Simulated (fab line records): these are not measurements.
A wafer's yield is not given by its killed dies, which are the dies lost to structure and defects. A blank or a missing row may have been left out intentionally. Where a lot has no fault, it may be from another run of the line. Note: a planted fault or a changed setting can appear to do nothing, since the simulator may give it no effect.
8D (eight disciplines) problem report, filled in by code    flow sky130    the parts of the form that need people (team, actions taken, sign-off) are left out

== 1. THE ISSUE ==
Wafers without a fault read 43, standard deviation 6.4; killed_at_M0_to_M3 at SKY_PAD_OPEN_PROBE_99 reads a mean of 100 on 2 wafers belonging to 2 lots. That is +8.8 standard deviations from the usual mean.
Earliest sighting: wafer L636.2 on prober-01 at day 49 03:52. The record has a number at this step for 12 wafers belonging to 4 lots. Rule for "out", or "out of limits": more than 4 standard deviations from the usual mean. The other wafers with a number count as sound.

== 2. WHAT IT IS, WHAT IT ISN'T ==
question                     is                                                                                                       is not
which readings at this step  killed_at_M0_to_M3, defect-limited-yield, killed-dies, sort_bin_5_function, sort-n-pass, sort-yield-pct  killed_at_M4_up, killed-at-contacts, killed-at-front-end, killed-at-other, killed-open, killed-short, sort_bin_6_memory
which lots                   L636, L637                                                                                               L629, L640
which wafers of those lots   L636.2, L637.1                                                                                           L636.1, L636.6, L637.2, L637.4
read on which tools          prober-01, prober-02                                                                                     -
when                         from day 49 03:52                                                                                        up to then (4 sound wafers); but 6 sound wafers of L636, L637, L640 came after

== 3. SUSPECTS, AND WHAT RULES EACH OUT ==
Counting: any tool at a process step up to the reading remains a suspect provided it ran every lot that is out. Sound lots after the first of them don't rule it out here, since some wafers of a struck lot are sound.
- hdpcvd-02 at SKY_VIA1_HDPCVD_00 (deposits SiO2, target thk 1030 nm, time 171.7 s): kept. It processed each lot that is out (first: L636, day 37 08:55); up to then, its last sound lot is L629 (day 34 21:25).
- rie-diel-04 at SKY_METAL3_ETCH_17 (etches SiO2 in C4F8/O2/Ar, stops on TiN, time 3.9 s, target depth 15 nm): kept. It ran every lot that is out, first L636 (day 42 17:09).
The count leaves rie-diel-04 at SKY_METAL3_ETCH_17 and hdpcvd-02 at SKY_VIA1_HDPCVD_00.

== 4. THE CAUSE (what the simulator had put in) ==
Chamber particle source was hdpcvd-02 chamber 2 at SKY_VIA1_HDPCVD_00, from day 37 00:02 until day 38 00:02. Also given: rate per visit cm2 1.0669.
Of the 2 suspects that counting leaves, this tool is one.

== 5. SEQUENCE OF EFFECTS, ordered by route ==
Rows list readings where the struck wafers' mean (over those with a number) sits beyond 3 standard deviations from the usual. Readings are gone through only where the record gives a usual standard deviation; hours: the median, over the lots, of the time from a lot's start at the first step in this table giving one to that lot's start at this step; sigmas: the change measured in usual standard deviations.
hours  step                   reading               usual   on struck wafers  change  sigmas
0      SKY_PAD_OPEN_PROBE_99  defect-limited-yield  82.5 %  73.0              -9.5    -5.0
0      SKY_PAD_OPEN_PROBE_99  killed_at_M0_to_M3    43      100               +56     +8.8
0      SKY_PAD_OPEN_PROBE_99  killed-dies           86      133               +47     +5.1
0      SKY_PAD_OPEN_PROBE_99  sort_bin_3_pad_short  0.9 %   2.4               +1.5    +3.6
0      SKY_PAD_OPEN_PROBE_99  sort_bin_5_function   10.3 %  17.6              +7.3    +4.9
0      SKY_PAD_OPEN_PROBE_99  sort-n-pass           406     359               -47     -5.1
0      SKY_PAD_OPEN_PROBE_99  sort-yield-pct        82.5 %  73.0              -9.5    -5.0
Here are the process steps it includes:
- SKY_PAD_OPEN_PROBE_99

== 6. HOW IT WOULD HAVE BEEN CAUGHT EARLIER ==
In this record the first reading out of limits was taken at day 49 03:52, 292 hours after the fault began at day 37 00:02.
All the lots that are out (2) had begun SKY_VIA1_HDPCVD_00 on hdpcvd-02 by day 49 03:52. Had the tool been put on hold then, not one of them would have been saved.
